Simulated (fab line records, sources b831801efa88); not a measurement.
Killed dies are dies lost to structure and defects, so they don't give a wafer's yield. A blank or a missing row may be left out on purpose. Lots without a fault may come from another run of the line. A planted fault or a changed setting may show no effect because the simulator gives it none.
A struck lot beside a sound one | flow gf180mcu | 14 steps out of a route of 602
Sound: wafers L722.2, L722.4, L722.5. Struck: wafers L731.1, L731.2, L731.4. The cause comes at the end.
At each step with rows: each side's tool, then ch and its chambers, then its first start. Under that, the readings that differ: sound wafers | struck wafers | difference of the means | sigmas: that difference in standard deviations of wafers without a fault.
alike: readings whose means differ by less than 2 such deviations, and words and numbers that are the same on both sides. not compared: withheld readings, readings that some wafer has no value for, bounds like >300 that may hide the same value, and numbers for which the record gives no deviation and whose values overlap.
The two part at a step that has a row with sigmas, a row that says differs or no value, or rows on one side only. Numbers that don't overlap but have no deviation are shown without sigmas and don't part them. A reading that every wafer of one side lacks parts them only if that side has two wafers or more.

first, 1 step without rows for these wafers: GF_MVPSD_DEVELOP_06 (develop time 60 s).
GF_MVPSD_OVL_MEAS_07:
  sound on overlay-02, day 5 18:25; struck on overlay-02, day 7 23:36
  reading        | sound         | struck      | difference | sigmas
  MVPSD_OVL (nm) | -1.7 0.7 -1.2 | 1.3 3.5 2.4 | +3.1       | +2
then, 2 steps without rows for these wafers: GF_MVPSD_IMPLANT_08; GF_MVPSD_IMPLANT_09.
GF_MVPSD_STRIP_10: strips in O2/N2.
  sound on plasma_asher-03 ch 0,1, day 5 18:45; struck on plasma_asher-04 ch 0,1, day 7 23:56
  alike: drypump_motor_current_A, heater_power_w, oes_product_au, strip_time_to_endpoint_s
  not compared: rf_hours_counter_h
GF_MVPSD_TW_MEAS_11:
  sound on film_metro-02, day 5 18:52; struck on film_metro-03, day 8 00:02
  reading  | sound       | struck      | difference | sigmas
  MVPSD_TW | 563 563 563 | 540 537 540 | -24        | -2
then, 6 steps without rows for these wafers: GF_VT_IMPLANT_DEHYDRATE_00 (time 60 s); GF_VT_IMPLANT_HMDS_01 (prime time 60 s); GF_VT_IMPLANT_COAT_02 (resist thk 1000 nm); GF_VT_IMPLANT_SOFTBAKE_03 (time 60 s); GF_VT_IMPLANT_EXPOSE_04 (exposes mask LVPWELL LV AREA, target cd 600 nm); GF_VT_IMPLANT_PEB_05.
GF_VT_IMPLANT_DEVELOP_06: develop time 60 s.
  sound on litho_track-03 ch 0, day 6 09:18; struck on litho_track-04, day 8 16:18
  no value came back on the struck wafers for chill_plate_temp_C (C), develop_time_s (s); on the sound wafers chill_plate_temp_C (C) reads 22.95 22.90 22.86
GF_VT_IMPLANT_OVL_MEAS_07:
  sound on overlay-02, day 6 09:26; struck on overlay-02, day 8 16:27
  reading             | sound          | struck | difference                    | sigmas
  VT_IMPLANT_OVL (nm) | -1.6 -2.4 -2.7 | - - -  | no value on the struck wafers |

WHERE THEY PART
First at GF_MVPSD_OVL_MEAS_07; last, within this record, at GF_VT_IMPLANT_OVL_MEAS_07.

WHY: what the simulator had put in
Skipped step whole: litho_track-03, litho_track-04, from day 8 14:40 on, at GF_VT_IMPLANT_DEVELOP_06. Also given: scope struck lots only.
